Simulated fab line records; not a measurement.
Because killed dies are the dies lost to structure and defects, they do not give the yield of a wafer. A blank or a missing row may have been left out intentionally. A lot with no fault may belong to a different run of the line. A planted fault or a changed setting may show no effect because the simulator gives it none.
Matching of chambers ; flow gf180mcu ; cmp-01 running GF_V5_CMP_26: 4 sister chambers
The step polishes, stops on SiO2, t overpolish 15 s, target thk 0 nm. 4 wafers are shown with their chamber, then 8 later ones without.

## WAFERS, EACH WITH ITS CHAMBER
wafer;chamber;motor-current-A (A)
L340.6;1;11.4
L344.1;3;10.5
L344.4;0;9.5
L343.2;2;9.7

## WAFERS WITHOUT THEIR CHAMBER
wafer;motor-current-A (A)
L343.4;11.0
L343.5;9.5
L347.1;9.0
L347.5;9.7
L347.6;11.5
L361.1;11.4
L361.2;9.4
L361.5;10.4

## WHICH CHAMBER EACH WENT THROUGH
wafer;from the rows above;in truth
L343.4;can't be placed: 1 or 3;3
L343.5;can't be placed: 0 or 2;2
L347.1;can't be placed: 0 or 2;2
L347.5;can't be placed: 2 or 0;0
L347.6;1;1
L361.1;1;1
L361.2;can't be placed: 0 or 2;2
L361.5;3;3
Correctly placed: 3 of 8. From these rows, 5 cannot be placed; in 5 the true chamber is one of the candidates. Number placed wrongly: 0.
How it was worked out, from the rows above alone: a wafer's distance from a chamber is the root of the sum, over the readings, of the square of ((its reading less the chamber's mean) divided by the reading's scatter). If the next closest chamber is less than 2 further off than the closest, the wafer can't be placed; otherwise it belongs to the closest. Each chamber's mean is taken over the wafers shown for it. The scatter (one wafer shown for each chamber): square how far every hidden wafer sits from the nearest shown wafer, average those squares and take the square root.
